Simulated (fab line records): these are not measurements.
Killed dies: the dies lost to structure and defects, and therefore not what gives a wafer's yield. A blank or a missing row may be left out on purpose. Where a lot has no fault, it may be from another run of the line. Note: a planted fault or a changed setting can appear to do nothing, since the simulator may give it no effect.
The tool behind it: which one? || flow sfq line || 7 lots with 21 wafers sampled at 3 steps, on a route of 325 steps

== WHAT THE GAUGES SHOWED, per wafer ==
SFQ_M1_RS_MEAS_909: the measuring method here is four-point-probe.
{"lot": "L480", "measured": "day 10 00:01", "on": "film metro-02", "M1_NB_RS (ohm/sq)": "0.883 0.889 0.887"}
{"lot": "L482", "measured": "day 10 13:49", "on": "film metro-02", "M1_NB_RS (ohm/sq)": "0.902 0.883 0.899"}
{"lot": "L485", "measured": "day 12 06:35", "on": "film metro-01", "M1_NB_RS (ohm/sq)": "0.895 0.907 0.911"}
{"lot": "L487", "measured": "day 12 17:24", "on": "film metro-01", "M1_NB_RS (ohm/sq)": "0.897 0.889 0.883"}
{"lot": "L497", "measured": "day 15 21:16", "on": "film metro-04", "M1_NB_RS (ohm/sq)": "0.888 0.878 0.880"}
{"lot": "L499", "measured": "day 16 15:40", "on": "film metro-01", "M1_NB_RS (ohm/sq)": "0.895 0.900 0.906"}
{"lot": "L501", "measured": "day 17 02:28", "on": "film metro-02", "M1_NB_RS (ohm/sq)": "0.905 0.909 0.884"}

== WHAT TOOL EACH LOT RAN ON (gives the tool, then ch and the chambers of the sampled wafers, and finally the start) ==
{"lot": "L480", "SFQ_TRILAYER_L0_BARC_OPEN_METAL_ETCH_010": "rie metal-04 ch 0,1, day 4 10:22", "SFQ_TRILAYER_M1_DEP_SPUTTER_037": "pvd sputter-03, day 9 23:55"}
{"lot": "L482", "SFQ_TRILAYER_L0_BARC_OPEN_METAL_ETCH_010": "rie metal-01 ch 0,1, day 4 23:34", "SFQ_TRILAYER_M1_DEP_SPUTTER_037": "pvd sputter-06, day 10 13:43"}
{"lot": "L485", "SFQ_TRILAYER_L0_BARC_OPEN_METAL_ETCH_010": "rie metal-04 ch 0,1, day 5 17:34", "SFQ_TRILAYER_M1_DEP_SPUTTER_037": "pvd sputter-06, day 12 06:29"}
{"lot": "L487", "SFQ_TRILAYER_L0_BARC_OPEN_METAL_ETCH_010": "rie metal-03 ch 0,1, day 6 04:22", "SFQ_TRILAYER_M1_DEP_SPUTTER_037": "pvd sputter-03, day 12 17:17"}
{"lot": "L497", "SFQ_TRILAYER_L0_BARC_OPEN_METAL_ETCH_010": "rie metal-01 ch 0,1, day 8 10:55", "SFQ_TRILAYER_M1_DEP_SPUTTER_037": "pvd sputter-05, day 15 21:10"}
{"lot": "L499", "SFQ_TRILAYER_L0_BARC_OPEN_METAL_ETCH_010": "rie metal-03 ch 0,1, day 9 00:07", "SFQ_TRILAYER_M1_DEP_SPUTTER_037": "pvd sputter-05, day 16 15:35"}
{"lot": "L501", "SFQ_TRILAYER_L0_BARC_OPEN_METAL_ETCH_010": "rie metal-03 ch 0,1, day 9 12:07", "SFQ_TRILAYER_M1_DEP_SPUTTER_037": "pvd sputter-05, day 17 02:23"}
- SFQ_TRILAYER_L0_BARC_OPEN_METAL_ETCH_010: etches BARC in O2, target depth 125 nm, time 41.7 s.
- SFQ_TRILAYER_M1_DEP_SPUTTER_037: material Nb, target thk 200 nm, time 133.3 s.

== THE ANSWER, worked out from the rows above alone ==
Rule: what is usual is taken from the lots themselves. Put in order of their means at a reading, lots are off if they are a third of the lots or fewer, leave a main group of 4 or more, and stand apart from it by a gap of 3 or more times the standard deviation of the main group's means; of several such gaps the widest counts. If all means in a main group match to the digits the tables above print for the reading, that group is not used. Also off: a lot with no number at a reading for which 4 or more lots have one. Any other lot the step has rows for is counted as sound.
Across all readings shown, no lot is off: no conclusion can be drawn from this.

== WHAT THE SIMULATOR HAD PUT IN ==
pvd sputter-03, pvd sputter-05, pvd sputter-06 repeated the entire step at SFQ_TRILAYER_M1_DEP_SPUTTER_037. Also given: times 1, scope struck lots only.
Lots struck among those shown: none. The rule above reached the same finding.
